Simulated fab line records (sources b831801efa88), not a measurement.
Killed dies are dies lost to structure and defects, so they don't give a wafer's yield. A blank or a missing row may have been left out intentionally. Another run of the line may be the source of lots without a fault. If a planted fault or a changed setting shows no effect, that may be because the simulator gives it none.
Split-lot trial | flow gf180mcu | 23 wafers read across 5 lots, on a route 602 steps long

## ABOUT THE SPLIT
At GF_POLY_GATE_OXIDATION_16 (stabilise 600 s, purge 300 s, target thk 4 nm), the setting ox time s was moved away from the recipe's 899 s on 20 of the 23 wafers read, by -14.7% to +6.0%. All remaining wafers had this setting at the recipe value.

Split to reading: the file shows no intervening step.

## THE READING
POLY_GATE_OXIDATION_THK, in nm, at GF_POLY_GATE_THK_MEAS_17. Fault-free wafers of this fab line usually give 4.00 nm, standard deviation 0.073 nm.

wafer  | tool, chamber at the split | ox time s as run, s | against the recipe | POLY_GATE_OXIDATION_THK, nm | against lot-mates on the recipe
L075.1 | -, -                       | 782.6               | -12.9%             | 3.65                        | no lot-mate on the recipe
L075.2 | -, -                       | 782.6               | -12.9%             | 3.66                        | no lot-mate on the recipe
L075.4 | -, -                       | 782.6               | -12.9%             | 3.65                        | no lot-mate on the recipe
L075.5 | -, -                       | 782.6               | -12.9%             | 3.64                        | no lot-mate on the recipe
L075.6 | -, -                       | 782.6               | -12.9%             | 3.69                        | no lot-mate on the recipe
L082.1 | -, -                       | 952.7               | +6.0%              | 4.26                        | no lot-mate on the recipe
L082.2 | -, -                       | 952.7               | +6.0%              | 4.32                        | no lot-mate on the recipe
L082.3 | -, -                       | 952.7               | +6.0%              | 4.28                        | no lot-mate on the recipe
L082.4 | -, -                       | 952.7               | +6.0%              | 4.23                        | no lot-mate on the recipe
L082.5 | -, -                       | 952.7               | +6.0%              | 4.22                        | no lot-mate on the recipe
L083.2 | furnace-01, 0              | 899                 | recipe             | 4.03                        | -
L083.3 | furnace-01, 0              | 899                 | recipe             | 4.06                        | -
L083.4 | furnace-01, 0              | 899                 | recipe             | 4.01                        | -
L084.1 | -, -                       | 766.7               | -14.7%             | 3.48                        | no lot-mate on the recipe
L084.2 | -, -                       | 766.7               | -14.7%             | 3.45                        | no lot-mate on the recipe
L084.3 | -, -                       | 766.7               | -14.7%             | 3.60                        | no lot-mate on the recipe
L084.4 | -, -                       | 766.7               | -14.7%             | 3.53                        | no lot-mate on the recipe
L084.5 | -, -                       | 766.7               | -14.7%             | 3.52                        | no lot-mate on the recipe
L085.1 | -, -                       | 782.8               | -12.9%             | 3.59                        | no lot-mate on the recipe
L085.2 | -, -                       | 782.8               | -12.9%             | 3.61                        | no lot-mate on the recipe
L085.3 | -, -                       | 782.8               | -12.9%             | 3.61                        | no lot-mate on the recipe
L085.4 | -, -                       | 782.8               | -12.9%             | 3.52                        | no lot-mate on the recipe
L085.6 | -, -                       | 782.8               | -12.9%             | 3.68                        | no lot-mate on the recipe

FIT RESULTS
A straight line over all 23 wafers: POLY_GATE_OXIDATION_THK changes by +0.0342 nm for each +1% of ox time s; r = +0.99; the points scatter about the line by 0.051 nm.
Too few moved wafers with a lot-mate on the recipe to fit a line net of each lot's own level.

## THE WHOLE CHAIN: every reading that the file lists as answering this split, in the file's order
step                      | what it does                                  | reading                                                                                | change (the file's fit)                | r (the file's)
GF_POLY_GATE_OXIDATION_16 | stabilise 600 s, purge 300 s, target thk 4 nm | SiO2_of_POLY_GATE_OXIDATION_16.thk nm (the simulator's own value, which no gauge read) | +0.0337 nm for each +1% of the setting | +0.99
GF_POLY_GATE_THK_MEAS_17  |                                               | POLY_GATE_OXIDATION_THK                                                                | +0.0342 for each +1% of the setting    | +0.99

## FILE'S OWN FIT
POLY_GATE_OXIDATION_THK changes by +0.0342 nm for each +1% of ox time s, r = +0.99.
